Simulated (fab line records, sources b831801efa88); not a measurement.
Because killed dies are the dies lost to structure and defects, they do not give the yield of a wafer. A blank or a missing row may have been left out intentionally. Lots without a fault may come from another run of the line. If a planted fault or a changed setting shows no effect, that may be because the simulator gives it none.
The tool behind it: which one?    flow gf180mcu    11 lots with 33 wafers sampled at 6 steps, on a route of 602 steps

== WHAT THE GAUGES SHOWED, per wafer ==
GF_V4_OVL_MEAS_15. Usual: V4_OVL typically reads -3 nm, with standard deviation 5.
lot   measured      on          V4_OVL (nm)  flag
L700  day 25 00:00  overlay-01  0 2 8        
L703  day 25 22:03  overlay-01  -4 -5 -10    
L704  day 26 01:55  overlay-02  -5 -5 -6     
L705  day 26 11:51  overlay-01  -3 -9 1      
L706  day 27 01:13  overlay-01  1 5 -3       
L708  day 27 09:54  overlay-02  3 -2 -5      
L718  day 30 08:58  overlay-02  0 2 4        
L719  day 30 17:53  overlay-01  1 1 4        
L720  day 30 18:41  overlay-02  -4 -2 -5     
L721  day 30 23:41  overlay-02  -2 3 1       
L722  day 31 07:08  overlay-02  -5 1 -1      

GF_V4_RS_MEAS_24: measures by four-point-probe. Usual: V4_W_RS typically reads 0.331 ohm/sq, with standard deviation 0.0039.
lot   measured      on            V4_W_RS (ohm/sq)   flag
L700  day 25 00:56  filmMetro-03  0.329 0.329 0.329  
L703  day 25 22:59  filmMetro-01  0.334 0.332 0.332  
L704  day 26 02:50  filmMetro-02  0.335 0.330 0.336  
L705  day 26 12:48  filmMetro-03  0.327 0.326 0.325  
L706  day 27 02:10  filmMetro-03  0.323 0.328 0.326  
L708  day 27 10:52  filmMetro-01  0.337 0.330 0.335  
L718  day 30 10:01  filmMetro-02  0.327 0.328 0.329  
L719  day 30 18:56  filmMetro-03  0.329 0.332 0.335  
L720  day 30 19:42  filmMetro-03  0.325 0.331 0.327  
L721  day 31 00:37  filmMetro-01  0.329 0.333 0.339  
L722  day 31 08:04  filmMetro-03  0.326 0.327 0.327  

GF_MIM_THK_MEAS_06. Usual: MIM_CVD_05_THK typically reads 42.2 nm, with standard deviation 0.55.
lot   measured      on            MIM_CVD_05_THK (nm)  flag
L700  day 25 01:39  filmMetro-02  41.3 42.1 41.5       
L703  day 25 23:43  filmMetro-04  42.1 41.9 42.5       
L704  day 26 03:35  filmMetro-02  42.3 41.9 42.3       
L705  day 26 13:30  filmMetro-04  42.0 43.4 42.2       
L706  day 27 02:54  filmMetro-02  42.4 42.2 42.7       
L708  day 27 11:35  filmMetro-01  41.6 42.0 42.3       
L718  day 30 10:53  filmMetro-02  41.8 41.5 43.1       
L719  day 30 19:40  filmMetro-01  42.6 42.5 42.6       
L720  day 30 20:26  filmMetro-01  42.1 41.7 42.8       
L721  day 31 01:21  filmMetro-02  42.5 42.3 42.7       
L722  day 31 08:47  filmMetro-01  41.6 41.7 42.2       

GF_MIM_RS_MEAS_10: measures by four-point-probe. Usual: MIM_ALCU_RS typically reads 0.1610 ohm/sq, with standard deviation 0.0024.
lot   measured      on            MIM_ALCU_RS (ohm/sq)  flag
L700  day 25 01:49  filmMetro-04  0.1546 0.1582 0.1592  
L703  day 25 23:53  filmMetro-01  0.1607 0.1619 0.1607  
L704  day 26 03:45  filmMetro-01  0.1592 0.1640 0.1581  
L705  day 26 13:41  filmMetro-02  0.1633 0.1590 0.1646  
L706  day 27 03:04  filmMetro-04  0.1606 0.1576 0.1606  
L708  day 27 11:46  filmMetro-02  0.1675 0.1669 0.1661  
L718  day 30 11:03  filmMetro-04  0.0807 0.0810 0.0808  OFF
L719  day 30 19:50  filmMetro-04  0.0805 0.0805 0.0812  OFF
L720  day 30 20:36  filmMetro-02  0.1582 0.1590 0.1565  
L721  day 31 01:31  filmMetro-01  0.1658 0.1605 0.1624  
L722  day 31 08:57  filmMetro-04  0.1629 0.1632 0.1618  

GF_MIM_THK_MEAS_11: measures by xrf. Usual: MIM_ALCU_THK typically reads 199.3 nm, with standard deviation 3.
lot   measured      on            MIM_ALCU_THK (nm)  flag
L700  day 25 01:56  filmMetro-04  207.4 203.3 200.0  
L703  day 26 00:00  filmMetro-01  198.6 198.3 199.2  
L704  day 26 03:52  filmMetro-01  201.3 195.7 203.8  
L705  day 26 13:47  filmMetro-02  197.3 201.8 196.2  
L706  day 27 03:11  filmMetro-04  201.1 202.8 198.3  
L708  day 27 11:52  filmMetro-02  192.2 193.1 194.0  
L718  day 30 11:10  filmMetro-04  389.7 388.9 387.3  OFF
L719  day 30 19:56  filmMetro-04  390.7 392.2 387.3  OFF
L720  day 30 20:43  filmMetro-02  204.1 200.9 204.9  
L721  day 31 01:38  filmMetro-01  194.7 201.2 196.8  
L722  day 31 09:04  filmMetro-04  197.3 194.8 197.0  

== WHAT TOOL EACH LOT RAN ON (gives the tool, then ch and the chambers of the sampled wafers, and finally the start) ==
lot   GF_MIM_SPUTTER_08
L700  pvdSputter-03, day 25 01:44
L703  pvdSputter-04, day 25 23:49
L704  pvdSputter-02, day 26 03:41
L705  pvdSputter-02, day 26 13:35
L706  pvdSputter-03, day 27 03:01
L708  pvdSputter-04, day 27 11:41
L718  pvdSputter-04, day 30 11:00
L719  pvdSputter-04, day 30 19:44
L720  pvdSputter-02, day 30 20:32
L721  pvdSputter-02, day 31 01:28
L722  pvdSputter-03, day 31 08:53
- GF_MIM_SPUTTER_08: material AlCu, target thk 200 nm, time 10.6 s.

== WHAT THE TOOLS THEMSELVES READ (means of the sampled wafers that have a number; where no wafer has one, the mark that the record gives instead) ==
GF_MIM_SPUTTER_08. Usual: chamberPressurePa 0.4001 Pa, standard deviation 0.00078; throttleValvePct 30.1 %, standard deviation 1.
lot   tool           chamberPressurePa (Pa)  throttleValvePct (%)  flag
L700  pvdSputter-03  0.3994                  29.3                  
L703  pvdSputter-04  0.4000                  29.2                  
L704  pvdSputter-02  0.4000                  30.4                  
L705  pvdSputter-02  0.3999                  31.0                  
L706  pvdSputter-03  0.4004                  29.5                  
L708  pvdSputter-04  0.3995                  29.6                  
L718  pvdSputter-04  0.3996                  29.3                  
L719  pvdSputter-04  0.4003                  30.0                  
L720  pvdSputter-02  0.3995                  30.4                  
L721  pvdSputter-02  0.4003                  30.5                  
L722  pvdSputter-03  0.3999                  30.4                  

== THE ANSWER, worked out from the rows above alone ==
Rule: lot off if the mean of its wafers having a number is beyond 3 standard deviations from the usual mean. A lot without any number at a reading at which 4 lots or more have one is off too. All remaining lots with rows at the step are treated as sound. The gauges are gone through in route order, then the tools' own readings, and for those a lot's mean is taken as printed above. At the first step where some lot is off, the reading lying furthest off is the one used; lots without a number count as furthest.
Off: L718, L719, at GF_MIM_RS_MEAS_10 (MIM_ALCU_RS).
A tool fits if, at a process step before that reading, it ran every lot that is off, and no sound lot after the first of them. Gauges at GF_MIM_RS_MEAS_10: tried the same way as those tools. One fits: GF_MIM_SPUTTER_08 on pvdSputter-04. Its last sound lot is L708 (day 27 11:41), its first lot that is off L718 (day 30 11:00): a fault that began between those two fits.

== WHAT THE SIMULATOR HAD INSERTED ==
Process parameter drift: pvdSputter-04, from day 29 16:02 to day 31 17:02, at GF_MIM_SPUTTER_08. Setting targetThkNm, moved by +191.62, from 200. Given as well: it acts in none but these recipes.
Struck lots among those shown: L718, L719. The rule above reached the same finding.
